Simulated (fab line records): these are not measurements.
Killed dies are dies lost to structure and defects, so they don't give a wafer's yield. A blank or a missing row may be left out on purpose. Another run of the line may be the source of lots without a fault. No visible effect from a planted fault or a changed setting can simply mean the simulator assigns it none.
What tool caused it? :: flow sky130 :: 12 lots, 36 wafers sampled, at 3 steps of a route of 708

== WHAT THE GAUGES SHOWED, per wafer ==
SKY_SONOS_TUNNEL_CD_MEAS_07 targets a cd of 410 nm. Usual: cd-nm at 410.3 nm, with a standard deviation of 1.7.
lot: L647
measured: day 12 00:13
on: cd-sem-02
cd-nm (nm): 409.7 412.5 409.1
flag: 

lot: L648
measured: day 12 02:45
on: cd-sem-02
cd-nm (nm): 410.7 410.7 410.2
flag: 

lot: L649
measured: day 12 07:19
on: cd-sem-01
cd-nm (nm): 413.9 411.1 409.9
flag: 

lot: L650
measured: day 12 12:40
on: cd-sem-01
cd-nm (nm): 407.7 407.9 409.4
flag: 

lot: L651
measured: day 12 20:26
on: cd-sem-01
cd-nm (nm): 409.0 410.3 408.8
flag: 

lot: L653
measured: day 13 11:40
on: cd-sem-01
cd-nm (nm): 407.7 405.8 406.7
flag: 

lot: L654
measured: day 13 19:44
on: cd-sem-01
cd-nm (nm): 409.3 408.8 408.6
flag: 

lot: L655
measured: day 14 05:56
on: cd-sem-01
cd-nm (nm): 412.9 412.1 411.8
flag: 

lot: L658
measured: day 15 08:48
on: cd-sem-01
cd-nm (nm): 407.5 409.1 407.6
flag: 

lot: L667
measured: day 18 09:17
on: cd-sem-01
cd-nm (nm): 411.5 410.7 410.6
flag: 

lot: L668
measured: day 18 13:47
on: cd-sem-02
cd-nm (nm): 411.2 412.6 411.1
flag: 

lot: L669
measured: day 18 23:13
on: cd-sem-02
cd-nm (nm): 410.6 410.7 410.3
flag: 

SKY_GATE_OXIDE_TW_MEAS_14. Usual: GATE_OXIDE_TW gives 223.2 (standard deviation 1.3).
lot: L647
measured: day 14 11:37
on: film-metro-04
GATE_OXIDE_TW: 226.0 225.1 225.4
flag: 

lot: L648
measured: day 14 15:21
on: film-metro-01
GATE_OXIDE_TW: 223.0 224.6 223.4
flag: 

lot: L649
measured: day 14 23:48
on: film-metro-03
GATE_OXIDE_TW: 222.5 223.9 222.5
flag: 

lot: L650
measured: day 15 01:35
on: film-metro-01
GATE_OXIDE_TW: 224.0 223.6 221.6
flag: 

lot: L651
measured: day 15 10:32
on: film-metro-03
GATE_OXIDE_TW: 222.8 221.6 221.9
flag: 

lot: L653
measured: day 16 01:47
on: film-metro-01
GATE_OXIDE_TW: 223.0 224.4 223.8
flag: 

lot: L654
measured: day 16 14:29
on: film-metro-03
GATE_OXIDE_TW: 221.7 221.2 221.9
flag: 

lot: L655
measured: day 16 23:50
on: film-metro-01
GATE_OXIDE_TW: 223.6 223.1 222.5
flag: 

lot: L658
measured: day 18 01:58
on: film-metro-01
GATE_OXIDE_TW: 223.4 223.0 222.4
flag: 

lot: L667
measured: day 21 05:51
on: film-metro-01
GATE_OXIDE_TW: 223.3 224.0 223.3
flag: 

lot: L668
measured: day 21 10:53
on: film-metro-01
GATE_OXIDE_TW: 223.8 225.7 223.9
flag: 

lot: L669
measured: day 21 18:21
on: film-metro-04
GATE_OXIDE_TW: 226.6 226.1 225.3
flag: 

== EACH LOT AND THE TOOL THAT RAN IT (in order: tool; ch and the chambers of the sampled wafers; start) ==
lot: L647
SKY_SONOS_ONO_ETCH_15: rie-diel-03 ch 0,2,3, day 13 07:37

lot: L648
SKY_SONOS_ONO_ETCH_15: rie-diel-03 ch 0,1,3, day 13 11:00

lot: L649
SKY_SONOS_ONO_ETCH_15: rie-diel-03 ch 1,2,3, day 13 19:40

lot: L650
SKY_SONOS_ONO_ETCH_15: rie-diel-04 ch 0,2, day 13 20:12

lot: L651
SKY_SONOS_ONO_ETCH_15: rie-diel-04 ch 0,1, day 14 05:04

lot: L653
SKY_SONOS_ONO_ETCH_15: rie-diel-02 ch 0,2,3, day 14 20:52

lot: L654
SKY_SONOS_ONO_ETCH_15: rie-diel-03 ch 2,3, day 15 06:45

lot: L655
SKY_SONOS_ONO_ETCH_15: rie-diel-04 ch 1,2, day 15 15:01

lot: L658
SKY_SONOS_ONO_ETCH_15: rie-diel-02 ch 0,1,2, day 16 19:43

lot: L667
SKY_SONOS_ONO_ETCH_15: rie-diel-04 ch 0,3, day 19 20:58

lot: L668
SKY_SONOS_ONO_ETCH_15: rie-diel-04 ch 0,3, day 20 02:48

lot: L669
SKY_SONOS_ONO_ETCH_15: rie-diel-03 ch 0,2,3, day 20 09:58
- SKY_SONOS_ONO_ETCH_15: etches the open film in CHF3/O2, target depth 19.52 nm, time 7.8 s.

== AS READ BY THE TOOLS THEMSELVES (means over the sampled wafers that have a number; for cases with no such wafer, the mark the record gives instead) ==
SKY_SONOS_ONO_ETCH_15. Usual: drypump-motor-current-A 5.9 A, standard deviation 0.47; oes-product-au 0.999 a.u., standard deviation 0.0066; throttle-valve-pct 8.823 %, standard deviation 0.0096.
lot: L647
tool: rie-diel-03
drypump-motor-current-A (A): 6.3
oes-product-au (a.u.): 1.002
throttle-valve-pct (%): 8.826
flag: 

lot: L648
tool: rie-diel-03
drypump-motor-current-A (A): 6.0
oes-product-au (a.u.): 0.995
throttle-valve-pct (%): 8.814
flag: 

lot: L649
tool: rie-diel-03
drypump-motor-current-A (A): 5.9
oes-product-au (a.u.): 0.996
throttle-valve-pct (%): 8.828
flag: 

lot: L650
tool: rie-diel-04
drypump-motor-current-A (A): 5.3
oes-product-au (a.u.): 1.000
throttle-valve-pct (%): 8.813
flag: 

lot: L651
tool: rie-diel-04
drypump-motor-current-A (A): 5.4
oes-product-au (a.u.): 0.991
throttle-valve-pct (%): 8.823
flag: 

lot: L653
tool: rie-diel-02
drypump-motor-current-A (A): 5.7
oes-product-au (a.u.): 0.994
throttle-valve-pct (%): 8.816
flag: 

lot: L654
tool: rie-diel-03
drypump-motor-current-A (A): 6.3
oes-product-au (a.u.): 0.990
throttle-valve-pct (%): 8.823
flag: 

lot: L655
tool: rie-diel-04
drypump-motor-current-A (A): 5.9
oes-product-au (a.u.): 0.990
throttle-valve-pct (%): 8.813
flag: 

lot: L658
tool: rie-diel-02
drypump-motor-current-A (A): 5.8
oes-product-au (a.u.): 1.000
throttle-valve-pct (%): 8.820
flag: 

lot: L667
tool: rie-diel-04
drypump-motor-current-A (A): 5.5
oes-product-au (a.u.): 1.000
throttle-valve-pct (%): 8.822
flag: 

lot: L668
tool: rie-diel-04
drypump-motor-current-A (A): 5.9
oes-product-au (a.u.): 1.007
throttle-valve-pct (%): 8.825
flag: 

lot: L669
tool: rie-diel-03
drypump-motor-current-A (A): 6.3
oes-product-au (a.u.): 1.001
throttle-valve-pct (%): 8.817
flag: 

== THE ANSWER, worked out from the rows above alone ==
Rule: take the mean of a lot's wafers that have a number; if it is more than 3 standard deviations from the usual mean, the lot is off. Also off: a lot with no number at a reading for which 4 or more lots have one. Where the step has rows for the other lots, those lots are counted as sound. The gauges are gone through in route order, then the tools' own readings, and for those a lot's mean is taken as printed above. The first step at which some lot is off is used, and at that step the reading that is off furthest; a lot without a number counts as furthest.
None of the lots is off at any reading shown; this tells nothing.

== WHAT THE SIMULATOR PUT IN ==
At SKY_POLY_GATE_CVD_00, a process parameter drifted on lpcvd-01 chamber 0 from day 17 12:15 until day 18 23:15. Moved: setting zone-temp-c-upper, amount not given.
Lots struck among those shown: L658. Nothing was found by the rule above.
